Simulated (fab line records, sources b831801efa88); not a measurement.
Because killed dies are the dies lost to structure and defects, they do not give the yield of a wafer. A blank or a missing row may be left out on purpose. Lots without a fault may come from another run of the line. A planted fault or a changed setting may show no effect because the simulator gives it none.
Which tool is to blame?	flow gf180mcu	12 lots with 36 wafers sampled at 3 steps, on a route of 602 steps

## WHAT EACH GAUGE READ, for each wafer
GF_STI_THK_MEAS_04.
lot	measured	on	STI_CVD_03_THK (nm)
L844	day 1 13:35	filmMetro-02	207.2 208.8 207.8
L845	day 1 18:35	filmMetro-03	209.4 209.3 210.0
L846	day 1 23:34	filmMetro-03	207.1 208.2 206.4
L847	day 2 04:35	filmMetro-03	207.9 208.3 206.3
L849	day 2 14:35	filmMetro-03	205.8 206.4 207.3
L851	day 3 01:19	filmMetro-02	206.1 206.7 207.2
L858	day 4 11:34	filmMetro-01	208.3 209.3 208.4
L860	day 4 22:04	filmMetro-03	205.0 204.2 204.6
L862	day 5 08:39	filmMetro-03	207.2 208.5 207.1
L864	day 5 19:17	filmMetro-03	208.4 206.9 206.4
L866	day 6 04:38	filmMetro-02	208.5 207.7 206.9
L867	day 6 08:52	filmMetro-03	209.6 211.3 211.2

GF_VT_IMPLANT_RS_MEAS_48: measurement is done with a four-point probe.
lot	measured	on	LVPWELL_RS (ohm/sq)
L844	day 7 13:25	filmMetro-04	1194.3 1197.1 1197.7
L845	day 7 19:55	filmMetro-04	1196.5 1198.4 1197.3
L846	day 8 06:01	filmMetro-02	1198.3 1196.5 1198.3
L847	day 8 12:53	filmMetro-02	1171.8 1171.7 1171.3
L849	day 8 21:41	filmMetro-02	1203.3 1200.5 1203.7
L851	day 9 12:28	filmMetro-02	1172.8 1170.6 1169.7
L858	day 11 13:17	filmMetro-01	1194.2 1196.5 1198.5
L860	day 11 23:58	filmMetro-02	1199.3 1200.7 1198.1
L862	day 12 13:31	filmMetro-01	1193.7 1195.4 1192.2
L864	day 13 03:52	filmMetro-04	1202.4 1199.4 1199.0
L866	day 13 18:14	filmMetro-04	1197.1 1195.8 1195.4
L867	day 13 23:29	filmMetro-02	1199.7 1197.3 1198.7

## EACH LOT AND THE TOOL THAT RAN IT (in order: tool; ch and the chambers of the sampled wafers; start)
lot	GF_LVPWELL_IMPLANT_09
L844	implanter-01 ch 0, day 3 20:50
L845	implanter-02 ch 0, day 4 00:43
L846	implanter-01 ch 0, day 4 11:05
L847	implanter-01 ch 0, day 4 15:26
L849	implanter-04 ch 0, day 4 23:14
L851	implanter-01 ch 0, day 5 12:02
L858	implanter-04 ch 0, day 7 05:47
L860	implanter-04 ch 0, day 7 15:02
L862	implanter-02 ch 0, day 8 03:24
L864	implanter-02 ch 0, day 8 15:39
L866	implanter-04 ch 0, day 9 02:40
L867	implanter-04 ch 0, day 9 06:49
- GF_LVPWELL_IMPLANT_09

## WHAT THE TOOLS THEMSELVES READ (means of the sampled wafers that have a number; where no wafer has one, the mark that the record gives instead)
GF_LVPWELL_IMPLANT_09.
lot	tool	beamOnS (s)	doseIonsCm2	endStationPressureTorr (Torr)	faradayCurrentUA
L844	implanter-01	10.00	5e+12	4.74e-06	28.3
L845	implanter-02	9.77	5e+12	4.81e-06	28.9
L846	implanter-01	10.14	5e+12	4.90e-06	27.8
L847	implanter-01	11.30	5e+12	5.08e-06	24.9
L849	implanter-04	9.94	5e+12	5.05e-06	28.4
L851	implanter-01	11.60	5e+12	4.94e-06	24.3
L858	implanter-04	9.97	5e+12	5.02e-06	28.3
L860	implanter-04	9.93	5e+12	5.16e-06	28.4
L862	implanter-02	9.86	5e+12	4.79e-06	28.5
L864	implanter-02	9.89	5e+12	5.11e-06	28.5
L866	implanter-04	10.00	5e+12	5.24e-06	28.1
L867	implanter-04	9.90	5e+12	5.24e-06	28.4

## THE ANSWER, worked out from the rows above alone
Rule: usual is defined by the lots themselves. Put in order of their means at a reading, lots are off if they are a third of the lots or fewer, leave a main group of 4 or more, and stand apart from it by a gap of 3 or more times the standard deviation of the main group's means; of several such gaps the widest counts. A main group whose means are all the same, to the digits that the tables above print for the reading, isn't used. Also off: a lot with no number at a reading for which 4 or more lots have one. Any other lot the step has rows for is counted as sound. The gauges are gone through in route order, then the tools' own readings, and for those a lot's mean is taken as printed above. The first step at which some lot is off is used, and at that step the reading that is off furthest; a lot without a number counts as furthest.
Off: L847, L851, seen at GF_VT_IMPLANT_RS_MEAS_48 (LVPWELL_RS). The main group has a mean of 1197.8 ohm/sq with a standard deviation of 2.3.
If a tool, at a process step before that reading, ran all the lots that are off and no sound lot after the first of them, it fits. Not tried: the gauges at GF_VT_IMPLANT_RS_MEAS_48; whatever is off there is also off at GF_LVPWELL_IMPLANT_09, on other tools, and gauge error can't account for it. One fits: implanter-01 at GF_LVPWELL_IMPLANT_09. A fault onset in the window from L846 (day 4 11:05, its last sound lot) to L847 (day 4 15:26, its first lot off) fits.
The tool's own readings at GF_LVPWELL_IMPLANT_09 bear it out: on the lots that are off they differ by more than 5 times the standard deviation of the sound lots' means. beamOnS reads 11.45 s there against 9.94 s on the sound lots; faradayCurrentUA reads 24.6 there against 28.4 on the sound lots.

## WHAT THE SIMULATOR HAD INSERTED
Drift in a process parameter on implanter-01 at GF_LVPWELL_IMPLANT_09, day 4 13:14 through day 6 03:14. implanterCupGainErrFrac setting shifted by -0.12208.
Struck lots among those shown: L847, L851. The rule above reached the same finding.
